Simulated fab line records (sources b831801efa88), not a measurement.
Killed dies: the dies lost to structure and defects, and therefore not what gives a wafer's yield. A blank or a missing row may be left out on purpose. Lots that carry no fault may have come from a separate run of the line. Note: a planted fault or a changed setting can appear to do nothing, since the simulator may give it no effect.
fab line records / flow sky130
record: lots: 15 wafers: 43 last_day: 49
route steps=708 shown POLY_GATE@231
lots that met no fault: taken from a fault-free run of the same line
start_h: hours from the record's opening day to when the first of the lot's shown wafers began / wait_h: time in hours since the lot's previous step / " identical to the entry in the row above / L1.1+2: several wafers, shown together as one row / - no value, or no start was given / * or withheld: withheld / < > ~ a bound
route shown NAME@n: NAME is a module with steps in the file, n the number in the route of the first one / usual: mean and standard deviation over wafers with no fault / same: alike in all rows / chamber/n: place in a boat / sites: per-site readings / _std_site: their standard deviation / _edge_site: the outer-site mean with the inner-site mean subtracted / radius_mm: how far each site lies from the wafer's centre / mask NAME#n: copy n / behind: the last tool/chamber to shape the wafer / hold: why the lot went on hold/how many hours it stayed there/how the hold came to an end / device: which transistor (n, p or np) failed to switch / end of line: the route-end tests of the same wafers / a step without rows: its recipe alone / killed: not the wafer's yield, but the dies lost to structure and defects at the first sort / map: shows each die of a wafer: x if killed, . if not, _ if none is there
set.NAME: the run value of the setting; set.NAME@STEP: its run value at that earlier step / model.NAME: the simulator's own value behind a step, which no gauge read
a sample of lots followed through the steps of the route, with each step as a table and each wafer as a row
services: when a tool's chamber went out of use (start_h, in hours from the record's first day, below 0 if earlier), for how many hours, and the reason
== steps ==
step: SKY_POLY_GATE_ETCH_17
recipe: target_depth_nm: 180 stop_on: SiO2 over_etch_frac: 0.56667 chemistry: HBr/Cl2 target: poly-Si icp_w: 400 bias_w: 100 pressure_mtorr: 10 HBr_flow_sccm: 150 Cl2_flow_sccm: 50 time_s: 70.5
usual: drypump_motor_current_A: 5.5/0.31 oes_product_au: 0.987/0.0086 throttle_valve_pct: 33.685/0.0091
lot.wafer=L418.2 tool=rie_si-01 chamber=1 start_h=380.79 wait_h=0.0 drypump_motor_current_A=5.7 oes_product_au=0.992 rf_hours_counter_h=0 throttle_valve_pct=33.682
lot.wafer=L418.3 tool=rie_si-01 chamber=0 start_h=380.79 wait_h=0.0 drypump_motor_current_A=5.4 oes_product_au=1.005 rf_hours_counter_h=59 throttle_valve_pct=33.694
lot.wafer=L418.6 tool=rie_si-01 chamber=2 start_h=380.79 wait_h=0.0 drypump_motor_current_A=5.4 oes_product_au=0.991 rf_hours_counter_h=- throttle_valve_pct=33.702
lot.wafer=L419.1 tool=rie_si-02 chamber=3 start_h=380.91 wait_h=0.0 drypump_motor_current_A=5.1 oes_product_au=0.989 rf_hours_counter_h=5 throttle_valve_pct=33.679
lot.wafer=L419.5 tool=rie_si-02 chamber=3 start_h=380.91 wait_h=0.0 drypump_motor_current_A=5.1 oes_product_au=0.987 rf_hours_counter_h=- throttle_valve_pct=33.696
lot.wafer=L419.6 tool=rie_si-02 chamber=0 start_h=380.91 wait_h=0.0 drypump_motor_current_A=5.4 oes_product_au=0.997 rf_hours_counter_h=- throttle_valve_pct=33.657
lot.wafer=L420.3 tool=rie_si-01 chamber=3 start_h=381.14 wait_h=0.0 drypump_motor_current_A=5.9 oes_product_au=0.971 rf_hours_counter_h=5 throttle_valve_pct=33.678
lot.wafer=L420.4 tool=rie_si-01 chamber=1 start_h=381.14 wait_h=0.0 drypump_motor_current_A=5.7 oes_product_au=0.990 rf_hours_counter_h=0 throttle_valve_pct=33.695
lot.wafer=L420.5 tool=rie_si-01 chamber=1 start_h=381.14 wait_h=0.0 drypump_motor_current_A=5.7 oes_product_au=0.992 rf_hours_counter_h=- throttle_valve_pct=33.679
lot.wafer=L422.1 tool=rie_si-02 chamber=2 start_h=412.41 wait_h=0.0 drypump_motor_current_A=6.0 oes_product_au=0.984 rf_hours_counter_h=6 throttle_valve_pct=33.668
lot.wafer=L422.4 tool=rie_si-02 chamber=0 start_h=412.41 wait_h=0.0 drypump_motor_current_A=5.5 oes_product_au=0.994 rf_hours_counter_h=11 throttle_valve_pct=33.686
lot.wafer=L422.6 tool=rie_si-02 chamber=3 start_h=412.41 wait_h=0.0 drypump_motor_current_A=5.1 oes_product_au=0.987 rf_hours_counter_h=- throttle_valve_pct=33.685
lot.wafer=L425.1 tool=rie_si-01 chamber=3 start_h=450.01 wait_h=0.0 drypump_motor_current_A=5.8 oes_product_au=0.965 rf_hours_counter_h=6 throttle_valve_pct=33.691
lot.wafer=L425.3 tool=rie_si-01 chamber=2 start_h=450.01 wait_h=0.0 drypump_motor_current_A=5.4 oes_product_au=0.987 rf_hours_counter_h=3 throttle_valve_pct=33.678
lot.wafer=L425.5 tool=rie_si-01 chamber=1 start_h=450.01 wait_h=0.0 drypump_motor_current_A=5.7 oes_product_au=0.996 rf_hours_counter_h=- throttle_valve_pct=33.693
lot.wafer=L427.1 tool=rie_si-02 chamber=2 start_h=471.16 wait_h=0.0 drypump_motor_current_A=6.0 oes_product_au=0.980 rf_hours_counter_h=6 throttle_valve_pct=33.690
lot.wafer=L427.5 tool=rie_si-02 chamber=2 start_h=471.16 wait_h=0.0 drypump_motor_current_A=6.0 oes_product_au=0.982 rf_hours_counter_h=- throttle_valve_pct=33.675
lot.wafer=L427.6 tool=rie_si-02 chamber=1 start_h=471.16 wait_h=0.0 drypump_motor_current_A=5.1 oes_product_au=0.984 rf_hours_counter_h=- throttle_valve_pct=33.688
lot.wafer=L428.1 tool=rie_si-02 chamber=2 start_h=475.86 wait_h=0.0 drypump_motor_current_A=6.0 oes_product_au=0.986 rf_hours_counter_h=6 throttle_valve_pct=33.682
lot.wafer=L428.2 tool=rie_si-02 chamber=3 start_h=475.86 wait_h=0.0 drypump_motor_current_A=5.1 oes_product_au=0.989 rf_hours_counter_h=6 throttle_valve_pct=33.708
lot.wafer=L428.6 tool=rie_si-02 chamber=1 start_h=475.86 wait_h=0.0 drypump_motor_current_A=5.1 oes_product_au=0.993 rf_hours_counter_h=- throttle_valve_pct=33.683
lot.wafer=L429.1 tool=rie_si-01 chamber=0 start_h=477.16 wait_h=0.0 drypump_motor_current_A=5.5 oes_product_au=1.004 rf_hours_counter_h=60 throttle_valve_pct=33.691
lot.wafer=L429.3 tool=rie_si-01 chamber=1 start_h=477.16 wait_h=0.0 drypump_motor_current_A=5.7 oes_product_au=0.981 rf_hours_counter_h=1 throttle_valve_pct=33.691
lot.wafer=L429.5 tool=rie_si-01 chamber=0 start_h=477.16 wait_h=0.0 drypump_motor_current_A=5.5 oes_product_au=0.997 rf_hours_counter_h=- throttle_valve_pct=33.687
lot.wafer=L430.1 tool=rie_si-02 chamber=0 start_h=479.78 wait_h=0.0 drypump_motor_current_A=5.4 oes_product_au=0.985 rf_hours_counter_h=12 throttle_valve_pct=33.693
lot.wafer=L430.2 tool=rie_si-02 chamber=3 start_h=479.78 wait_h=0.0 drypump_motor_current_A=5.1 oes_product_au=0.980 rf_hours_counter_h=6 throttle_valve_pct=33.665
lot.wafer=L430.6 tool=rie_si-02 chamber=1 start_h=479.78 wait_h=0.0 drypump_motor_current_A=5.1 oes_product_au=0.997 rf_hours_counter_h=- throttle_valve_pct=33.667
lot.wafer=L432.3 tool=rie_si-01 chamber=3 start_h=502.93 wait_h=0.0 drypump_motor_current_A=5.9 oes_product_au=0.985 rf_hours_counter_h=6 throttle_valve_pct=33.684
lot.wafer=L432.4 tool=rie_si-01 chamber=2 start_h=502.93 wait_h=0.0 drypump_motor_current_A=5.4 oes_product_au=0.995 rf_hours_counter_h=- throttle_valve_pct=33.692
lot.wafer=L432.6 tool=rie_si-01 chamber=3 start_h=502.93 wait_h=0.0 drypump_motor_current_A=5.9 oes_product_au=0.987 rf_hours_counter_h=- throttle_valve_pct=33.672
lot.wafer=L431.2 tool=rie_si-02 chamber=0 start_h=505.31 wait_h=0.0 drypump_motor_current_A=5.4 oes_product_au=0.998 rf_hours_counter_h=12 throttle_valve_pct=33.679
lot.wafer=L431.5 tool=rie_si-02 chamber=0 start_h=505.31 wait_h=0.0 drypump_motor_current_A=5.4 oes_product_au=0.993 rf_hours_counter_h=- throttle_valve_pct=33.689
lot.wafer=L431.6 tool=rie_si-02 chamber=3 start_h=505.31 wait_h=0.0 drypump_motor_current_A=5.1 oes_product_au=0.983 rf_hours_counter_h=- throttle_valve_pct=33.688
lot.wafer=L433.3 tool=rie_si-01 chamber=1 start_h=516.36 wait_h=0.0 drypump_motor_current_A=5.7 oes_product_au=0.990 rf_hours_counter_h=1 throttle_valve_pct=33.678
lot.wafer=L433.5 tool=rie_si-01 chamber=0 start_h=516.36 wait_h=0.0 drypump_motor_current_A=5.4 oes_product_au=0.999 rf_hours_counter_h=- throttle_valve_pct=33.680
lot.wafer=L433.6 tool=rie_si-01 chamber=3 start_h=516.36 wait_h=0.0 drypump_motor_current_A=5.9 oes_product_au=0.857 rf_hours_counter_h=- throttle_valve_pct=33.694
lot.wafer=L434.2 tool=rie_si-02 chamber=1 start_h=517.39 wait_h=0.0 drypump_motor_current_A=5.1 oes_product_au=0.990 rf_hours_counter_h=0 throttle_valve_pct=33.680
lot.wafer=L434.4 tool=rie_si-02 chamber=2 start_h=517.39 wait_h=0.0 drypump_motor_current_A=6.0 oes_product_au=0.993 rf_hours_counter_h=6 throttle_valve_pct=33.668
lot.wafer=L434.6 tool=rie_si-02 chamber=1 start_h=517.39 wait_h=0.0 drypump_motor_current_A=5.1 oes_product_au=0.982 rf_hours_counter_h=- throttle_valve_pct=33.696
lot.wafer=L435.1 tool=rie_si-01 chamber=3 start_h=523.26 wait_h=0.0 drypump_motor_current_A=5.8 oes_product_au=0.976 rf_hours_counter_h=6 throttle_valve_pct=33.673
lot.wafer=L435.4 tool=rie_si-01 chamber=1 start_h=523.26 wait_h=0.0 drypump_motor_current_A=5.7 oes_product_au=0.890 rf_hours_counter_h=1 throttle_valve_pct=33.681
lot.wafer=L437.4 tool=rie_si-01 chamber=0 start_h=533.58 wait_h=0.0 drypump_motor_current_A=5.4 oes_product_au=0.886 rf_hours_counter_h=0 throttle_valve_pct=33.682
lot.wafer=L437.6 tool=rie_si-01 chamber=2 start_h=533.58 wait_h=0.0 drypump_motor_current_A=5.4 oes_product_au=0.886 rf_hours_counter_h=- throttle_valve_pct=33.692
step: SKY_POLY_GATE_STRIP_18
recipe: chemistry: O2/N2 power_w: 1400 pressure_mtorr: 1500 platen_temp_c: withheld o2_flow_sccm: 3000 n2_flow_sccm: 300 overash_fraction: 0.5
usual: drypump_motor_current_A: 5.70/0.23 oes_product_au: 0.359/0.0054 strip_time_to_endpoint_s: 3.13/0.055
lot.wafer=L418.2 tool=plasma_asher-03 chamber=1 start_h=380.85 wait_h=0.0 drypump_motor_current_A=5.59 oes_product_au=0.357 rf_hours_counter_h=70 strip_time_to_endpoint_s=3.19
lot.wafer=L418.3 tool=plasma_asher-03 chamber=1 start_h=380.85 wait_h=0.0 drypump_motor_current_A=5.57 oes_product_au=0.358 rf_hours_counter_h=- strip_time_to_endpoint_s=3.10
lot.wafer=L418.6 tool=plasma_asher-03 chamber=0 start_h=380.85 wait_h=0.0 drypump_motor_current_A=6.04 oes_product_au=0.358 rf_hours_counter_h=- strip_time_to_endpoint_s=3.15
lot.wafer=L419.1 tool=plasma_asher-02 chamber=0 start_h=380.97 wait_h=0.0 drypump_motor_current_A=5.35 oes_product_au=0.369 rf_hours_counter_h=70 strip_time_to_endpoint_s=3.12
lot.wafer=L419.5 tool=plasma_asher-02 chamber=1 start_h=380.97 wait_h=0.0 drypump_motor_current_A=5.44 oes_product_au=0.359 rf_hours_counter_h=- strip_time_to_endpoint_s=3.14
lot.wafer=L419.6 tool=plasma_asher-02 chamber=0 start_h=380.97 wait_h=0.0 drypump_motor_current_A=5.36 oes_product_au=0.362 rf_hours_counter_h=- strip_time_to_endpoint_s=3.06
lot.wafer=L420.3 tool=plasma_asher-03 chamber=0 start_h=381.23 wait_h=0.1 drypump_motor_current_A=6.04 oes_product_au=0.362 rf_hours_counter_h=- strip_time_to_endpoint_s=3.20
lot.wafer=L420.4 tool=plasma_asher-03 chamber=1 start_h=381.23 wait_h=0.1 drypump_motor_current_A=5.66 oes_product_au=0.357 rf_hours_counter_h=- strip_time_to_endpoint_s=3.19
lot.wafer=L420.5 tool=plasma_asher-03 chamber=1 start_h=381.23 wait_h=0.1 drypump_motor_current_A=5.65 oes_product_au=0.362 rf_hours_counter_h=- strip_time_to_endpoint_s=3.19
lot.wafer=L422.1 tool=plasma_asher-01 chamber=0 start_h=412.46 wait_h=0.0 drypump_motor_current_A=5.71 oes_product_au=0.356 rf_hours_counter_h=60 strip_time_to_endpoint_s=3.08
lot.wafer=L422.4 tool=plasma_asher-01 chamber=1 start_h=412.46 wait_h=0.0 drypump_motor_current_A=5.90 oes_product_au=0.352 rf_hours_counter_h=- strip_time_to_endpoint_s=3.08
lot.wafer=L422.6 tool=plasma_asher-01 chamber=0 start_h=412.46 wait_h=0.0 drypump_motor_current_A=5.72 oes_product_au=0.360 rf_hours_counter_h=- strip_time_to_endpoint_s=3.13
lot.wafer=L425.1 tool=plasma_asher-02 chamber=0 start_h=450.06 wait_h=0.0 drypump_motor_current_A=5.35 oes_product_au=0.362 rf_hours_counter_h=77 strip_time_to_endpoint_s=3.20
lot.wafer=L425.3 tool=plasma_asher-02 chamber=1 start_h=450.06 wait_h=0.0 drypump_motor_current_A=5.46 oes_product_au=0.356 rf_hours_counter_h=- strip_time_to_endpoint_s=3.10
lot.wafer=L425.5 tool=plasma_asher-02 chamber=0 start_h=450.06 wait_h=0.0 drypump_motor_current_A=5.36 oes_product_au=0.359 rf_hours_counter_h=- strip_time_to_endpoint_s=3.13
lot.wafer=L427.1 tool=plasma_asher-02 chamber=0 start_h=471.21 wait_h=0.0 drypump_motor_current_A=5.35 oes_product_au=0.359 rf_hours_counter_h=79 strip_time_to_endpoint_s=3.08
lot.wafer=L427.5 tool=plasma_asher-02 chamber=0 start_h=471.21 wait_h=0.0 drypump_motor_current_A=5.36 oes_product_au=0.358 rf_hours_counter_h=- strip_time_to_endpoint_s=3.09
lot.wafer=L427.6 tool=plasma_asher-02 chamber=1 start_h=471.21 wait_h=0.0 drypump_motor_current_A=5.46 oes_product_au=0.362 rf_hours_counter_h=- strip_time_to_endpoint_s=3.05
lot.wafer=L428.1 tool=plasma_asher-02 chamber=1 start_h=475.91 wait_h=0.0 drypump_motor_current_A=5.47 oes_product_au=0.355 rf_hours_counter_h=79 strip_time_to_endpoint_s=3.07
lot.wafer=L428.2 tool=plasma_asher-02 chamber=0 start_h=475.91 wait_h=0.0 drypump_motor_current_A=5.35 oes_product_au=0.365 rf_hours_counter_h=79 strip_time_to_endpoint_s=3.09
lot.wafer=L428.6 tool=plasma_asher-02 chamber=1 start_h=475.91 wait_h=0.0 drypump_motor_current_A=5.47 oes_product_au=0.361 rf_hours_counter_h=- strip_time_to_endpoint_s=3.05
lot.wafer=L429.1 tool=plasma_asher-01 chamber=1 start_h=477.21 wait_h=0.0 drypump_motor_current_A=5.87 oes_product_au=0.362 rf_hours_counter_h=67 strip_time_to_endpoint_s=3.08
lot.wafer=L429.3 tool=plasma_asher-01 chamber=1 start_h=477.21 wait_h=0.0 drypump_motor_current_A=5.89 oes_product_au=0.352 rf_hours_counter_h=- strip_time_to_endpoint_s=3.08
lot.wafer=L429.5 tool=plasma_asher-01 chamber=1 start_h=477.21 wait_h=0.0 drypump_motor_current_A=5.90 oes_product_au=0.354 rf_hours_counter_h=- strip_time_to_endpoint_s=3.10
lot.wafer=L430.1 tool=plasma_asher-01 chamber=1 start_h=479.84 wait_h=0.0 drypump_motor_current_A=5.88 oes_product_au=0.357 rf_hours_counter_h=67 strip_time_to_endpoint_s=3.09
lot.wafer=L430.2 tool=plasma_asher-01 chamber=0 start_h=479.84 wait_h=0.0 drypump_motor_current_A=5.74 oes_product_au=0.358 rf_hours_counter_h=67 strip_time_to_endpoint_s=3.23
lot.wafer=L430.6 tool=plasma_asher-01 chamber=1 start_h=479.84 wait_h=0.0 drypump_motor_current_A=5.88 oes_product_au=0.366 rf_hours_counter_h=- strip_time_to_endpoint_s=3.22
lot.wafer=L432.3 tool=plasma_asher-03 chamber=0 start_h=503.02 wait_h=0.1 drypump_motor_current_A=6.04 oes_product_au=0.365 rf_hours_counter_h=- strip_time_to_endpoint_s=3.20
lot.wafer=L432.4 tool=plasma_asher-03 chamber=1 start_h=503.02 wait_h=0.1 drypump_motor_current_A=5.66 oes_product_au=0.369 rf_hours_counter_h=- strip_time_to_endpoint_s=3.14
lot.wafer=L432.6 tool=plasma_asher-03 chamber=1 start_h=503.02 wait_h=0.1 drypump_motor_current_A=5.68 oes_product_au=0.356 rf_hours_counter_h=- strip_time_to_endpoint_s=3.10
lot.wafer=L431.2 tool=plasma_asher-01 chamber=1 start_h=505.36 wait_h=0.0 drypump_motor_current_A=5.89 oes_product_au=0.351 rf_hours_counter_h=69 strip_time_to_endpoint_s=3.07
lot.wafer=L431.5 tool=plasma_asher-01 chamber=0 start_h=505.36 wait_h=0.0 drypump_motor_current_A=5.72 oes_product_au=0.361 rf_hours_counter_h=- strip_time_to_endpoint_s=3.04
lot.wafer=L431.6 tool=plasma_asher-01 chamber=1 start_h=505.36 wait_h=0.0 drypump_motor_current_A=5.89 oes_product_au=0.361 rf_hours_counter_h=- strip_time_to_endpoint_s=3.11
lot.wafer=L433.3 tool=plasma_asher-02 chamber=1 start_h=516.44 wait_h=0.1 drypump_motor_current_A=5.50 oes_product_au=0.364 rf_hours_counter_h=- strip_time_to_endpoint_s=3.09
lot.wafer=L433.5 tool=plasma_asher-02 chamber=1 start_h=516.44 wait_h=0.1 drypump_motor_current_A=5.51 oes_product_au=0.362 rf_hours_counter_h=- strip_time_to_endpoint_s=3.09
lot.wafer=L433.6 tool=plasma_asher-02 chamber=0 start_h=516.44 wait_h=0.1 drypump_motor_current_A=5.37 oes_product_au=0.363 rf_hours_counter_h=- strip_time_to_endpoint_s=3.30
lot.wafer=L434.2 tool=plasma_asher-01 chamber=0 start_h=517.45 wait_h=0.0 drypump_motor_current_A=5.73 oes_product_au=0.355 rf_hours_counter_h=71 strip_time_to_endpoint_s=3.14
lot.wafer=L434.4 tool=plasma_asher-01 chamber=1 start_h=517.45 wait_h=0.0 drypump_motor_current_A=5.87 oes_product_au=0.360 rf_hours_counter_h=- strip_time_to_endpoint_s=3.22
lot.wafer=L434.6 tool=plasma_asher-01 chamber=0 start_h=517.45 wait_h=0.0 drypump_motor_current_A=5.72 oes_product_au=0.361 rf_hours_counter_h=- strip_time_to_endpoint_s=3.14
lot.wafer=L435.1 tool=plasma_asher-03 chamber=1 start_h=523.31 wait_h=0.0 drypump_motor_current_A=5.62 oes_product_au=0.367 rf_hours_counter_h=9 strip_time_to_endpoint_s=3.17
lot.wafer=L435.4 tool=plasma_asher-03 chamber=0 start_h=523.31 wait_h=0.0 drypump_motor_current_A=6.00 oes_product_au=0.362 rf_hours_counter_h=- strip_time_to_endpoint_s=3.32
lot.wafer=L437.4 tool=plasma_asher-02 chamber=0 start_h=533.67 wait_h=0.1 drypump_motor_current_A=5.35 oes_product_au=0.373 rf_hours_counter_h=- strip_time_to_endpoint_s=3.41
lot.wafer=L437.6 tool=plasma_asher-02 chamber=1 start_h=533.67 wait_h=0.1 drypump_motor_current_A=5.48 oes_product_au=0.378 rf_hours_counter_h=- strip_time_to_endpoint_s=3.39
== services ==
tool=rie_si-01 chamber=- start_h=370.31 hours=0.2 kind=repair
tool=plasma_asher-03 chamber=- start_h=421.25 hours=9.0 kind=pm
tool=plasma_asher-03 chamber=0 start_h=421.25 hours=9.0 kind=vent_cycle
tool=plasma_asher-03 chamber=1 start_h=421.25 hours=9.0 kind=vent_cycle
tool=plasma_asher-03 chamber=0 start_h=430.25 hours=- kind=clean
tool=plasma_asher-03 chamber=1 start_h=430.25 hours=- kind=clean
tool=rie_si-02 chamber=1 start_h=437.70 hours=8.4 kind=repair
tool=plasma_asher-01 chamber=- start_h=477.47 hours=1.2 kind=repair
tool=rie_si-01 chamber=0 start_h=484.84 hours=11.9 kind=repair
tool=rie_si-02 chamber=1 start_h=493.93 hours=- kind=clean
tool=rie_si-02 chamber=1 start_h=493.93 hours=18.3 kind=scheduled_down
tool=rie_si-02 chamber=1 start_h=493.93 hours=18.3 kind=vent_cycle
tool=rie_si-01 chamber=0 start_h=496.71 hours=- kind=clean
tool=rie_si-01 chamber=0 start_h=496.71 hours=12.4 kind=scheduled_down
tool=rie_si-01 chamber=0 start_h=496.71 hours=12.4 kind=vent_cycle
tool=plasma_asher-03 chamber=- start_h=516.59 hours=2.8 kind=pm
== key ==
first_sign: step: SKY_POLY_GATE_ETCH_17 reading: oes_product_au direction: down sigmas: 12 usual: 0.987 struck: 0.880
effect: step: SKY_POLY_GATE_STRIP_18 reading: strip_time_to_endpoint_s direction: up sigmas: 4.1 usual: * struck: *
met_at SKY_POLY_GATE_ETCH_17
struck_lots L433,L435,L437
struck_wafers L433.6,L435.4,L437.4,L437.6
later_rows_left_out L433.6,L435.4,L437.4,L437.6
sort_left_out L433.6,L435.4,L437.4,L437.6
tester_left_out L433,L435,L437
onset_between 502.93 516.36
fault: kind: process_parameter_drift tool: rie_si-01 chamber: - onset_h: 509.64 steps: SKY_POLY_GATE_ETCH_17 channel: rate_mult offset: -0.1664 shape: step end_h: 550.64 scope: struck_wafers_only
tester_left_out: of these lots the tester's yield and bins aren't shown, on N5 and GAA mostly nor the transistor test; their killed dies are dies lost to structure and defects alone, not to doping, threshold or leakage, so they don't give the yield
sort_left_out: the simulated sort isn't trusted on such a fault, so these wafers' sort isn't shown, and their yield isn't known
later_rows_left_out: the simulator's readings of these wafers behind a module that went badly wrong aren't trusted and aren't shown, but for the sort
